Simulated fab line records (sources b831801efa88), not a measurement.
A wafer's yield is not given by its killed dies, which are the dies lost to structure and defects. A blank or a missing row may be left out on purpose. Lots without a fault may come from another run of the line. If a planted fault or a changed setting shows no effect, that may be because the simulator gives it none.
Chamber matching | flow sky130 | 4 sister chambers for SKY_FIELD_ISO_ETCH_14 on rie_diel-03
The step etches BARC in N2/H2, stops on SiO2, time 45.9 s, target depth 60 nm. 14 wafers are shown with their chamber, then 7 later ones without.

EACH WAFER AND ITS CHAMBER
wafer  | chamber | drypump_motor_current_A (A) | oes_product_au (a.u.) | run_length_s (s)
L935.2 | 3       | 5.9                         | 0.846                 | 73.9
L935.4 | 1       | 5.0                         | 0.850                 | 74.2
L935.6 | 2       | 6.0                         | 0.855                 | 73.8
L942.2 | 3       | 5.8                         | 0.857                 | 74.0
L942.4 | 1       | 5.0                         | 0.859                 | 73.9
L942.6 | 3       | 5.9                         | 0.854                 | 74.0
L949.1 | 2       | 6.0                         | 0.854                 | 74.4
L949.3 | 3       | 5.8                         | 0.860                 | 74.0
L949.4 | 0       | 4.6                         | 0.859                 | 73.9
L950.2 | 2       | 6.0                         | 0.855                 | 73.9
L950.3 | 1       | 5.0                         | 0.852                 | 74.0
L950.4 | 3       | 5.8                         | 0.853                 | 74.2
L952.2 | 3       | 5.9                         | 0.863                 | 73.8
L952.3 | 2       | 5.9                         | 0.854                 | 74.1

SIGNATURES (averages over the wafers above)
reading                 | chamber 0 | chamber 1 | chamber 2 | chamber 3 | scatter within a chamber
drypump_motor_current_A | 4.600     | 5.000     | 5.975     | 5.850     | 0.0474
oes_product_au          | 0.85900   | 0.85367   | 0.85450   | 0.85550   | 0.00472
run_length_s            | 73.900    | 74.033    | 74.050    | 73.983    | 0.186
Rule: for each reading, subtract the chamber's mean from the wafer's reading, divide by that reading's scatter and square the result; add these up over the readings and take the root, which gives the wafer's distance from the chamber. The wafer belongs to the nearest chamber; if the next one is less than 2 further off, it can't be placed. The scatter is the square root of a quotient: the sum, over the shown wafers, of each reading's squared deviation from its chamber's mean, divided by wafers minus chambers.

WAFERS MISSING THEIR CHAMBER
wafer  | drypump_motor_current_A (A) | oes_product_au (a.u.) | run_length_s (s)
L952.6 | 5.9                         | 0.853                 | 74.1
L955.1 | 5.8                         | 0.854                 | 74.1
L955.4 | 5.0                         | 0.854                 | 74.5
L955.6 | 5.8                         | 0.856                 | 73.9
L956.1 | 6.0                         | 0.846                 | 74.2
L956.2 | 4.6                         | 0.863                 | 73.9
L956.5 | 5.0                         | 0.855                 | 73.8

WHICH CHAMBER EACH ONE RAN IN
wafer  | from the rows above     | in truth
L952.6 | can't be placed: 3 or 2 | 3
L955.1 | 3                       | 3
L955.4 | 1                       | 1
L955.6 | 3                       | 3
L956.1 | can't be placed: 2 or 3 | 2
L956.2 | 0                       | 0
L956.5 | 1                       | 1
Correctly placed: 5 of 7. Can't be placed from these rows: 2 (the true chamber is among the candidates in 2). Wrongly placed: 0.
